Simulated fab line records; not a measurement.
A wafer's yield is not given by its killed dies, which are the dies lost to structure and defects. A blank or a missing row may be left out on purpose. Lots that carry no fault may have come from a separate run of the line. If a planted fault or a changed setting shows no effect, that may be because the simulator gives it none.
Which tool did it? | flow sfq-line | 43 wafers from 15 lots sampled at 2 of the route's 325 steps

== WHAT THE GAUGES READ, wafer by wafer ==
SFQ_M1_RS_MEAS_909: a four-point-probe measurement. Usual: M1_NB_RS typically reads 0.894 ohm/sq, with standard deviation 0.012.
lot  | measured     | on            | M1_NB_RS (ohm/sq) | flag
L167 | day 16 10:27 | film-metro-03 | 0.904 0.899 0.896 |
L168 | day 17 09:15 | film-metro-02 | 0.891 0.894 0.877 |
L170 | day 18 07:31 | film-metro-04 | 0.889 0.903 0.888 |
L171 | day 18 17:53 | film-metro-02 | 0.902 0.914 0.922 |
L172 | day 19 00:29 | film-metro-02 | 0.896 0.896 0.893 |
L178 | day 21 09:39 | film-metro-02 | 0.781 0.909       | OFF
L179 | day 21 20:27 | film-metro-02 | 0.791 0.892       | OFF
L180 | day 22 03:37 | film-metro-03 | 0.907 0.777 0.890 | OFF
L184 | day 24 18:49 | film-metro-03 | 0.896 0.893 0.892 |
L185 | day 25 04:25 | film-metro-03 | 0.895 0.904 0.899 |
L186 | day 25 21:20 | film-metro-02 | 0.899 0.908 0.900 |
L187 | day 26 02:44 | film-metro-03 | 0.898 0.892 0.899 |
L188 | day 26 12:59 | film-metro-02 | 0.901 0.875 0.905 |
L189 | day 26 18:58 | film-metro-04 | 0.892 0.896 0.895 |
L190 | day 27 01:04 | film-metro-03 | 0.906 0.899 0.896 |

== TOOL THAT RAN EACH LOT (tool first, then ch and the chambers of the sampled wafers, then the start) ==
lot  | SFQ_TRILAYER_M1_DEP_SPUTTER_037
L167 | pvd-sputter-03, day 16 10:22
L168 | pvd-sputter-05, day 17 09:10
L170 | pvd-sputter-04, day 18 07:23
L171 | pvd-sputter-04, day 18 17:48
L172 | pvd-sputter-04, day 19 00:24
L178 | pvd-sputter-04, day 21 09:31
L179 | pvd-sputter-04, day 21 20:19
L180 | pvd-sputter-04, day 22 03:31
L184 | pvd-sputter-05, day 24 18:43
L185 | pvd-sputter-05, day 25 04:19
L186 | pvd-sputter-04, day 25 21:15
L187 | pvd-sputter-05, day 26 02:39
L188 | pvd-sputter-03, day 26 12:52
L189 | pvd-sputter-04, day 26 18:51
L190 | pvd-sputter-04, day 27 00:58
- SFQ_TRILAYER_M1_DEP_SPUTTER_037: material Nb, target thk 200 nm, time 133.3 s.

== WHAT THE TOOLS THEMSELVES READ (means of the sampled wafers that have a number; where no wafer has one, the mark that the record gives instead) ==
SFQ_TRILAYER_M1_DEP_SPUTTER_037. Usual: 29.8 % for throttle-valve-pct, sd 1.6.
lot  | tool           | throttle-valve-pct (%) | flag
L167 | pvd-sputter-03 | 29.7                   |
L168 | pvd-sputter-05 | 30.5                   |
L170 | pvd-sputter-04 | 28.9                   |
L171 | pvd-sputter-04 | 28.7                   |
L172 | pvd-sputter-04 | 29.9                   |
L178 | pvd-sputter-04 | 29.1                   |
L179 | pvd-sputter-04 | 27.6                   |
L180 | pvd-sputter-04 | 28.9                   |
L184 | pvd-sputter-05 | 29.2                   |
L185 | pvd-sputter-05 | 30.6                   |
L186 | pvd-sputter-04 | 30.0                   |
L187 | pvd-sputter-05 | 30.2                   |
L188 | pvd-sputter-03 | 30.5                   |
L189 | pvd-sputter-04 | 28.8                   |
L190 | pvd-sputter-04 | 29.9                   |

== THE ANSWER, worked out from the rows above alone ==
Rule: a lot counts as off when the mean over its wafers that have a number is more than 3 standard deviations away from the usual mean. Also off: a lot with no number at a reading for which 4 or more lots have one. The other lots that the step has rows for count as sound. Order of review: gauges by route order, followed by the tools' own readings, for which a lot's mean as printed above is used. At the first step where some lot is off, the reading lying furthest off is the one used; lots without a number count as furthest.
Off: at SFQ_M1_RS_MEAS_909 (M1_NB_RS), L178, L179, L180.
If a tool, at a process step before that reading, ran all the lots that are off and no sound lot after the first of them, it fits. The gauges at SFQ_M1_RS_MEAS_909 are tried like those tools. None of those tried fits.

== WHAT WAS PUT IN BY THE SIMULATOR ==
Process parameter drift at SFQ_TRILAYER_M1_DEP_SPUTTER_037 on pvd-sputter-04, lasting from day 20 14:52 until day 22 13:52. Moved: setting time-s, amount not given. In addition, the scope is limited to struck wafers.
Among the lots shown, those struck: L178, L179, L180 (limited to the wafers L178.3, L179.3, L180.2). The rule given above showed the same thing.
